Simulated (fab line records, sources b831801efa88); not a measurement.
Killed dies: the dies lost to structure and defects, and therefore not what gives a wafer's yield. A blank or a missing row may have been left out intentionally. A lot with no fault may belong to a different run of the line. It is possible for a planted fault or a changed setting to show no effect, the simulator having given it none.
Struck lot and sound lot, side by side || flow gf180mcu || 14 out of 602 route steps
Sound: the wafers L213.2, L213.4, L213.6. Struck: wafers L229.1, L229.3, L229.5. The cause is named last.
Each step with rows lists, per side, the tool, then ch with its chambers, then its first start. Under that, the readings that differ: sound wafers || struck wafers || difference of the means || sigmas: that difference in standard deviations of wafers without a fault.
alike: readings with means less than 2 such deviations apart, plus words and numbers identical on both sides. not compared: withheld readings, readings lacking a value on some wafer, bounds such as >300 that could conceal the same value, and numbers that have no deviation in the record and whose values overlap.
Wherever a step has rows on one side only, a row that says differs or no value, or a row with sigmas, the two part there. Non-overlapping numbers with no deviation appear without sigmas and do not part them. A reading that every wafer of one side lacks parts them only if that side has two wafers or more.

first, 1 step without rows for these wafers: GF_V2_CMP_26 (polishes, stops on SiO2, t overpolish 15 s, target thk 0 nm).
GF_M3_SPUTTER_00: material Ti, target thk 37.5 nm, time 150 s.
  sound on pvd-sputter-04, day 22 09:16; struck on pvd-sputter-04, day 27 18:18
  alike: throttle-valve-pct
GF_M3_SPUTTER_01: material TiN, target thk 30 nm, time 25 s.
  sound on pvd-sputter-04, day 22 09:22; struck on pvd-sputter-04, day 27 18:24
  alike: throttle-valve-pct
GF_M3_SPUTTER_02: material AlCu, target thk 450 nm, time 23.9 s.
  sound on pvd-sputter-04, day 22 09:24; struck on pvd-sputter-04, day 27 18:26
  alike: throttle-valve-pct
GF_M3_SPUTTER_03: material Ti, target thk 10 nm, time 6.7 s.
  sound on pvd-sputter-04, day 22 09:26; struck on pvd-sputter-04, day 27 18:28
  alike: throttle-valve-pct
GF_M3_SPUTTER_04: material TiN, target thk 50 nm, time 41.7 s.
  sound on pvd-sputter-04, day 22 09:27; struck on pvd-sputter-04, day 27 18:29
  alike: throttle-valve-pct
GF_M3_RS_MEAS_05: the measuring method here is four-point-probe.
  sound on film-metro-01, day 22 09:31; struck on film-metro-01, day 27 18:31
  alike: M3_ALCU_RS
GF_M3_THK_MEAS_06: measures by xrf.
  sound on film-metro-01, day 22 09:37; struck on film-metro-01, day 27 18:38
  alike: M3_ALCU_THK
then, 4 steps without rows for these wafers: GF_M3_DEHYDRATE_07 (time 60 s); GF_M3_HMDS_08 (prime time 60 s); GF_M3_COAT_09 (resist thk 1000 nm); GF_M3_SOFTBAKE_10 (time 60 s).
GF_M3_EXPOSE_11: exposes mask Metal3, target cd 280 nm.
  struck on krf-scanner-01, day 28 04:41; sound on krf-scanner-02 ch 0, day 22 21:31
  no value came back on the struck wafers for exposure-dose-mJ-cm2, focus-offset-nm (nm), sigma-outer; on the sound wafers exposure-dose-mJ-cm2 reads 27.958 27.971 27.997
  alike: mask
then, 1 step without rows for these wafers: GF_M3_PEB_12 (peb time 90 s).

## WHERE THEY PART
GF_M3_EXPOSE_11 only, going by this record.

WHY: whatever the simulator had introduced
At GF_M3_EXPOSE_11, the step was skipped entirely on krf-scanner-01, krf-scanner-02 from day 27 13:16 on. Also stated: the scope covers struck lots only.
